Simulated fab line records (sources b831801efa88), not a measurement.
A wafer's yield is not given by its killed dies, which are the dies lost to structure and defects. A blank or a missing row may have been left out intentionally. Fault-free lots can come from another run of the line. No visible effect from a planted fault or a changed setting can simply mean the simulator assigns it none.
2 desks, one fault ; flow sky130 ; every desk sees just its own numbers, and what lay behind them comes last

== AT THE METROLOGY DESK ==
Lot by lot, what the gauges showed, no matter which tool ran the lot: averages of those sampled wafers that carry a number. Any lot whose mean is over 4 standard deviations away from the usual mean is out of limits and marked OUT; that distance is given in the brackets.
Columns: A = VT_ADJUST_HVTR_TW at SKY_VT_ADJUST_HVTR_TW_MEAS_11, usual 210.8; B = GATE_OXIDE_OVL at SKY_GATE_OXIDE_OVL_MEAS_10, usual 0.7 nm; C = POLY_GATE_OXIDATION_THK at SKY_POLY_GATE_THK_MEAS_21, usual 4.01 nm
lot;first seen here;A;B;C
L485;day 9 17:43;209.5;1.3;4.01
L487;day 10 11:59;209.4;0.2;4.00
L489;day 10 20:29;211.1;0.6;4.01
L490;day 11 08:16;211.6;0.5;4.08
L492;day 11 18:52;211.3;-0.2;3.94
L497;day 13 14:26;211.7;0.8;2.71 (-15) OUT
L498;day 13 20:10;211.4;-0.9;2.61 (-16) OUT
L502;day 15 07:04;212.3;2.8;4.01
L505;day 15 23:52;210.8;1.5;3.82
L506;day 16 07:25;210.1;-0.1;4.06
L507;day 16 15:31;210.8;1.1;3.91
This desk's result: L497, L498 out of limits, first on L497 (POLY_GATE_OXIDATION_THK at SKY_POLY_GATE_THK_MEAS_21), day 21 07:38. L485, L487, L489, L490, L492, L502, L505, L506, L507: within limits.

== AT THE TOOL OWNER'S DESK: furnace-02 ==
The tool's own readings at SKY_POLY_GATE_OXIDATION_20 (stabilise 600 s, purge 300 s, target thk 4 nm): means of the sampled wafers that have a number, for each lot that ran on this tool. Any lot whose mean is over 4 standard deviations away from the usual mean is out of limits and marked OUT; that distance is given in the brackets. 7 of its 10 readings are shown: the first one out of limits and those lying furthest out on some lot.
Columns: A = spike_tc_bottom_C at SKY_POLY_GATE_OXIDATION_20, usual 871.4 C; B = spike_tc_centre_C at SKY_POLY_GATE_OXIDATION_20, usual 851.2 C; C = spike_tc_lower_C at SKY_POLY_GATE_OXIDATION_20, usual 849.6 C; D = spike_tc_top_C at SKY_POLY_GATE_OXIDATION_20, usual 863.6 C; E = spike_tc_upper_C at SKY_POLY_GATE_OXIDATION_20, usual 849.6 C; F = tube_center_temp_C at SKY_POLY_GATE_OXIDATION_20, usual 850 C; G = tube_center_temp_C_max at SKY_POLY_GATE_OXIDATION_20, usual 852.2
lot;first seen here;A;B;C;D;E;F;G
L485;day 17 01:46;872.4;851.0;849.6;862.2;850.2;850;852.1
L489;day 18 02:33;872.7;851.2;850.3;862.7;850.2;850;851.9
L490;day 18 20:10;873.2;849.5;851.3;862.9;850.1;850;852.1
L492;day 19 07:04;873.7;850.6;851.4;862.6;848.4;850;851.8
L497;day 21 06:22;842.5 (-15) OUT;819.0 (-29) OUT;819.9 (-27) OUT;832.1 (-20) OUT;818.0 (-32) OUT;819 (-99 or more) OUT;821.1 (-84) OUT
L498;day 21 13:43;839.9 (-17) OUT;820.0 (-28) OUT;818.6 (-28) OUT;830.7 (-21) OUT;818.6 (-32) OUT;819 (-99 or more) OUT;821.1 (-84) OUT
L506;day 24 10:57;872.7;849.6;849.8;862.6;849.0;850;852.4
This desk's verdict: out of limits on L497, L498, starting with L497 at day 21 06:22 (spike_tc_bottom_C at SKY_POLY_GATE_OXIDATION_20). L485, L489, L490, L492, L506: within limits.

== BROUGHT TOGETHER ==
At day 21 06:22, on L497, L498, the tool owner's desk was in a position to raise an alarm.
L497, L498 would have let the metrology desk raise an alarm at day 21 07:38.
The lots listed all ran SKY_POLY_GATE_OXIDATION_20 on furnace-02.

== WHAT HAD BEEN PUT IN BY THE SIMULATOR ==
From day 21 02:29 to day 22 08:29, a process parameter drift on furnace-02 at SKY_POLY_GATE_OXIDATION_20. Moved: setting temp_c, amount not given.
Lots struck among those shown: L497, L498.
Delay (hours) between the fault's onset and each desk's first out-of-limits reading: 4 at the tool owner's desk, 5 at the metrology desk.
